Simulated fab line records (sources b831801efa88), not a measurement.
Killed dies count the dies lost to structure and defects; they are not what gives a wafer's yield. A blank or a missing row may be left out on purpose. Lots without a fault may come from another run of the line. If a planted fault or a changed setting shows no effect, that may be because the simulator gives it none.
fab line records | flow gf180mcu
[record] lots = 5 | wafers = 15 | lastDay = 34
route steps=602 shown LVPWELL@58 MVSD@66 MVPSD@78
lots that met no fault: taken from a fault-free run of the same line
startH: hours from the record's first day to the start of the lot's first wafer shown | waitH: hours elapsed since this lot's preceding step | " the same as in the row above | L1.1+2: a row that stands for several wafers | - no value, or no start was given | * or withheld: withheld | < > ~ a bound
route shown NAME@n: a module of which the file shows steps, and the number in the route of the first | usual: average and standard deviation across the fault-free wafers | same: alike in all rows | chamber/n: place in a boat | sites: per-site readings | _std_site: how widely they spread, as a standard deviation | _edge_site: the outer-site mean with the inner-site mean subtracted | radiusMm: how far each site lies from the wafer's centre | mask NAME#n: copy n | behind: the most recent tool/chamber to have shaped the wafer | hold: why the lot went on hold/how many hours it stayed there/how the hold came to an end | device: the transistor (n, p or np) that didn't switch | end of line: the same wafers' tests at the end of the route | a step with no rows: only its recipe | killed: count of dies lost to structure and defects at first sort (not the wafer's yield) | map: per-die view of a wafer (x killed, . not killed, _ where there is no die)
set.NAME: the run value of the setting; set.NAME@STEP: its run value at that earlier step | model.NAME: the simulator's own value behind a step, which no gauge read
certain route steps with their lots: each step a table, each wafer a row
services: the hour from which a tool's chamber was out of use, counted from the record's first day as startH (under 0 if before that day), plus the number of hours and why
[[steps]]
[step GF_LVPWELL_EXPOSE_04]
[recipe] maskId = LVPWELL | targetCdNm = 600 | na = 0.6 | sourceShape = conventional | sigmaOuter = 0.6 | doseMj = 260
[step GF_LVPWELL_PEB_05]
[recipe] tempC = 115 | timeS = withheld
[step GF_LVPWELL_DEVELOP_06]
[recipe] wallAngleDeg = 90 | developTimeS = 60 | devTempC = 23
[step GF_LVPWELL_OVL_MEAS_07]
[usual] LVPWELL_OVL = -0.6/1.5
lot.wafer | tool       | chamber | startH | waitH | LVPWELL_OVL[nm]
L128.1    | overlay-01 | -       | 102.42 | -     | 0.8
L128.3    | "          | -       | "      | "     | -0.6
L128.4    | "          | -       | "      | "     | -1.4
L132.2    | overlay-02 | -       | 123.56 | -     | 0.5
L132.3    | "          | -       | "      | "     | -0.8
L132.5    | "          | -       | "      | "     | 0.1
L133.1    | overlay-02 | -       | 129.60 | -     | 0.2
L133.5    | "          | -       | "      | "     | 0.3
L133.6    | "          | -       | "      | "     | 0.0
L144.2    | overlay-02 | -       | 191.71 | -     | -2.3
L144.3    | "          | -       | "      | "     | -2.1
L144.4    | "          | -       | "      | "     | -2.1
L145.1    | overlay-02 | -       | 198.90 | -     | -2.4
L145.3    | "          | -       | "      | "     | -2.2
L145.5    | "          | -       | "      | "     | -0.9
[step GF_LVPWELL_IMPLANT_08]
[recipe] species = B | energyKev = 170 | doseCm2 = 1.5e+13 | tiltDeg = 0
[step GF_LVPWELL_IMPLANT_09]
[recipe] species = B | energyKev = 60 | doseCm2 = 5e+12 | tiltDeg = 0
[step GF_LVPWELL_STRIP_10]
[recipe] chemistry = O2/N2 | powerW = 1400 | pressureMtorr = 1500 | platenTempC = 250 | o2FlowSccm = 3000 | n2FlowSccm = 300 | overashFraction = 0.5
[usual] drypumpMotorCurrentA = 5.8/0.33 | heaterPowerW = 295/28 | oesProductAu = 0.723/0.0043 | platenTempC = 250.00/0.15 | stripTimeToEndpointS = 37.03/0.13
lot.wafer | tool           | chamber | startH | waitH | drypumpMotorCurrentA | heaterPowerW | oesProductAu | platenTempC | rfHoursCounterH | stripTimeToEndpointS
L128.1    | plasmaAsher-03 | 0       | 102.76 | 0.1   | 6.0                  | 318          | 0.713        | 249.90      | 44              | 37.02
L128.3    | "              | 1       | "      | "     | 6.0                  | 273          | 0.724        | 249.97      | -               | 37.01
L128.4    | "              | 0       | "      | "     | 6.0                  | 317          | 0.720        | 250.04      | -               | 36.94
L132.2    | plasmaAsher-04 | 1       | 123.89 | 0.1   | 5.1                  | 253          | 0.717        | 249.94      | 1               | 37.05
L132.3    | "              | 0       | "      | "     | 5.7                  | 348          | 0.717        | 250.14      | -               | 36.95
L132.5    | "              | 1       | "      | "     | 5.1                  | 258          | 0.709        | 249.82      | -               | 37.06
L133.1    | plasmaAsher-02 | 1       | 129.94 | 0.1   | 5.6                  | 318          | 0.730        | 249.90      | 48              | 37.11
L133.5    | "              | 1       | "      | "     | 5.5                  | 314          | 0.726        | 250.20      | -               | 37.09
L133.6    | "              | 0       | "      | "     | 6.1                  | 273          | 0.718        | 249.61      | -               | 37.01
L144.2    | plasmaAsher-04 | 1       | 192.04 | 0.1   | 5.1                  | 255          | 0.728        | 249.86      | 8               | 37.01
L144.3    | "              | 1       | "      | "     | 5.1                  | 249          | 0.723        | 250.07      | -               | 37.00
L144.4    | "              | 0       | "      | "     | 5.7                  | 341          | 0.721        | 250.00      | -               | 36.90
L145.1    | plasmaAsher-03 | 1       | 199.24 | 0.1   | 6.0                  | 280          | 0.731        | 250.08      | 53              | 37.28
L145.3    | "              | 1       | "      | "     | 6.0                  | 283          | 0.726        | 249.86      | -               | 37.28
L145.5    | "              | 1       | "      | "     | 6.0                  | 280          | 0.718        | 249.81      | -               | 37.15
[step GF_LVPWELL_TW_MEAS_11]
[usual] LVPWELL_TW = 556/7.6
lot.wafer | tool         | chamber | startH | waitH | LVPWELL_TW
L128.1    | filmMetro-01 | -       | 102.89 | 0.1   | 555
L128.3    | "            | -       | "      | "     | 551
L128.4    | "            | -       | "      | "     | 550
L132.2    | filmMetro-02 | -       | 124.00 | 0.1   | 551
L132.3    | "            | -       | "      | "     | 552
L132.5    | "            | -       | "      | "     | 549
L133.1    | filmMetro-04 | -       | 130.04 | 0.1   | 568
L133.5    | "            | -       | "      | "     | 570
L133.6    | "            | -       | "      | "     | 566
L144.2    | filmMetro-04 | -       | 192.15 | 0.1   | 562
L144.3    | "            | -       | "      | "     | 561
L144.4    | "            | -       | "      | "     | 564
L145.1    | filmMetro-01 | -       | 199.34 | 0.1   | 554
L145.3    | "            | -       | "      | "     | 553
L145.5    | "            | -       | "      | "     | 553
[step GF_MVSD_DEHYDRATE_00]
[recipe] tempC = 200 | timeS = 60
[step GF_MVSD_HMDS_01]
[recipe] primeTimeS = 60 | primeTempC = 120
[step GF_MVSD_COAT_02]
[recipe] spinRpm = 2000 | resistThkNm = 3000
[step GF_MVSD_SOFTBAKE_03]
[recipe] tempC = 110 | timeS = withheld
[step GF_MVSD_EXPOSE_04]
[recipe] maskId = MVSD | targetCdNm = 1000 | na = 0.6 | sourceShape = conventional | sigmaOuter = 0.6 | doseMj = 260
[same] sigmaOuter = 0.6
lot.wafer  | tool            | chamber | startH | waitH | mask
L128.1+3+4 | ilineStepper-02 | 0       | 109.89 | -     | MVSD#0
L132.2+3+5 | ilineStepper-01 | 0       | 131.35 | -     | LVPWELL#0
L133.1+5+6 | ilineStepper-01 | 0       | 137.98 | -     | MVSD#0
L144.2+3+4 | ilineStepper-01 | 0       | 200.82 | -     | MVSD#0
L145.1+3+5 | ilineStepper-02 | 0       | 208.18 | -     | MVSD#0
[step GF_MVSD_PEB_05]
[recipe] tempC = 115 | timeS = withheld
[step GF_MVSD_DEVELOP_06]
[recipe] wallAngleDeg = 90 | developTimeS = 60 | devTempC = 23
[step GF_MVSD_OVL_MEAS_07]
[usual] MVSD_OVL = 1.6/1.5
lot.wafer | tool       | chamber | startH | waitH | MVSD_OVL[nm]
L128.1    | overlay-01 | -       | 117.00 | -     | 1.1
L128.3    | "          | -       | "      | "     | 2.1
L128.4    | "          | -       | "      | "     | -0.4
L132.2    | overlay-01 | -       | 138.93 | -     | -
L132.3    | "          | -       | "      | "     | -
L132.5    | "          | -       | "      | "     | -
L133.1    | overlay-01 | -       | 145.13 | -     | 2.0
L133.5    | "          | -       | "      | "     | 5.0
L133.6    | "          | -       | "      | "     | 2.7
L144.2    | overlay-02 | -       | 209.61 | -     | 1.0
L144.3    | "          | -       | "      | "     | 2.0
L144.4    | "          | -       | "      | "     | 1.5
L145.1    | overlay-01 | -       | 217.00 | -     | 1.9
L145.3    | "          | -       | "      | "     | 1.9
L145.5    | "          | -       | "      | "     | 0.9
[step GF_MVSD_IMPLANT_08]
[recipe] species = P | energyKev = 400 | doseCm2 = 1.6e+13 | tiltDeg = 0
[step GF_MVSD_IMPLANT_09]
[recipe] species = P | energyKev = 100 | doseCm2 = 5e+12 | tiltDeg = 0
[step GF_MVSD_STRIP_10]
[recipe] chemistry = O2/N2 | powerW = 1400 | pressureMtorr = 1500 | platenTempC = 250 | o2FlowSccm = 3000 | n2FlowSccm = 300 | overashFraction = 0.5
[usual] drypumpMotorCurrentA = 5.8/0.37 | heaterPowerW = 309/29 | oesProductAu = 0.722/0.0044 | platenTempC = 249.99/0.17 | stripTimeToEndpointS = 37.04/0.086
lot.wafer | tool           | chamber | startH | waitH | drypumpMotorCurrentA | heaterPowerW | oesProductAu | platenTempC | rfHoursCounterH | stripTimeToEndpointS
L128.1    | plasmaAsher-03 | 0       | 117.34 | 0.1   | 6.0                  | 306          | 0.721        | 250.04      | 45              | 36.90
L128.3    | "              | 0       | "      | "     | 5.9                  | 316          | 0.728        | 249.74      | -               | 36.96
L128.4    | "              | 1       | "      | "     | 6.0                  | 283          | 0.722        | 249.77      | -               | 37.06
L132.2    | plasmaAsher-03 | 1       | 139.26 | 0.1   | 6.0                  | 284          | 0.725        | 250.34      | 48              | 37.21
L132.3    | "              | 1       | "      | "     | 6.0                  | 284          | 0.709        | 250.49      | -               | 37.04
L132.5    | "              | 0       | "      | "     | 5.9                  | 306          | 0.720        | 249.99      | -               | 37.14
L133.1    | plasmaAsher-03 | 0       | 145.46 | 0.1   | 6.0                  | 310          | 0.725        | 250.14      | 49              | 37.03
L133.5    | "              | 1       | "      | "     | 6.0                  | 278          | 0.716        | 250.16      | -               | 37.09
L133.6    | "              | 0       | "      | "     | 5.9                  | 321          | 0.726        | 249.92      | -               | 36.89
L144.2    | plasmaAsher-03 | 0       | 209.94 | 0.1   | 6.0                  | 298          | 0.728        | 249.94      | 54              | 36.97
L144.3    | "              | 0       | "      | "     | 6.0                  | 311          | 0.726        | 249.92      | -               | 37.03
L144.4    | "              | 1       | "      | "     | 6.0                  | 278          | 0.727        | 250.06      | -               | 37.07
L145.1    | plasmaAsher-01 | 0       | 217.34 | 0.1   | 5.5                  | 327          | 0.728        | 249.76      | 44              | 36.92
L145.3    | "              | 1       | "      | "     | 6.3                  | 341          | 0.722        | 250.23      | -               | 36.99
L145.5    | "              | 0       | "      | "     | 5.5                  | 326          | 0.722        | 249.88      | -               | 37.08
[step GF_MVSD_TW_MEAS_11]
[usual] MVSD_TW = 1577/22
lot.wafer | tool         | chamber | startH | waitH | MVSD_TW
L128.1    | filmMetro-04 | -       | 117.44 | 0.1   | 1598
L128.3    | "            | -       | "      | "     | 1609
L128.4    | "            | -       | "      | "     | 1604
L132.2    | filmMetro-01 | -       | 139.37 | 0.1   | 30
L132.3    | "            | -       | "      | "     | 30
L132.5    | "            | -       | "      | "     | 30
L133.1    | filmMetro-04 | -       | 145.56 | 0.1   | 1601
L133.5    | "            | -       | "      | "     | 1594
L133.6    | "            | -       | "      | "     | 1599
L144.2    | filmMetro-02 | -       | 210.05 | 0.1   | 1551
L144.3    | "            | -       | "      | "     | 1563
L144.4    | "            | -       | "      | "     | 1557
L145.1    | filmMetro-02 | -       | 217.44 | 0.1   | 1553
L145.3    | "            | -       | "      | "     | 1541
L145.5    | "            | -       | "      | "     | 1549
[step GF_MVPSD_DEHYDRATE_00]
[recipe] tempC = 200 | timeS = 60
[[services]]
tool            | chamber | startH | hours | kind
plasmaAsher-01  | -       | 85.72  | 2.6   | repair
plasmaAsher-01  | -       | 96.79  | 0.7   | repair
plasmaAsher-04  | -       | 97.65  | 2.1   | repair
ilineStepper-02 | -       | 99.10  | 2.1   | pm
ilineStepper-02 | -       | 101.19 | -     | consumableReplace:lamp
plasmaAsher-04  | -       | 108.75 | 9.0   | pm
plasmaAsher-04  | 0       | 108.75 | 9.0   | ventCycle
plasmaAsher-04  | 1       | 108.75 | 9.0   | ventCycle
plasmaAsher-04  | 0       | 117.75 | -     | clean
plasmaAsher-04  | 1       | 117.75 | -     | clean
plasmaAsher-04  | -       | 118.84 | 0.4   | repair
ilineStepper-01 | 0       | 122.62 | -     | calibration
plasmaAsher-02  | -       | 122.64 | 5.1   | repair
ilineStepper-02 | 0       | 140.70 | -     | calibration
ilineStepper-02 | -       | 152.45 | 1.7   | pm
plasmaAsher-03  | -       | 167.27 | 14.6  | pm
plasmaAsher-02  | -       | 174.17 | 0.6   | repair
[[key]]
[firstSign] step = GF_MVSD_EXPOSE_04 | reading = mask | direction = changed
[effect] step = GF_MVSD_OVL_MEAS_07 | reading = MVSD_OVL | direction = missing
[effect] step = GF_MVSD_TW_MEAS_11 | reading = MVSD_TW | direction = down | sigmas = 72 | usual = 1577 | struck = 30
metAt GF_MVSD_EXPOSE_04
struckWafers L132.2,L132.3,L132.5
sortLeftOut L132.2,L132.3,L132.5
testerLeftOut L132
[fault] kind = wrongMask | tool = any | chamber = - | onsetH = 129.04 | steps = GF_MVSD_EXPOSE_04 | auxCopy = LVPWELL#0 | scope = struckLotsOnly
// testerLeftOut: of these lots the tester's yield and bins aren't shown, on N5 and GAA mostly nor the transistor test; their killed dies are dies lost to structure and defects alone, not to doping, threshold or leakage, so they don't give the yield
// sortLeftOut: the simulated sort isn't trusted on such a fault, so these wafers' sort isn't shown, and their yield isn't known
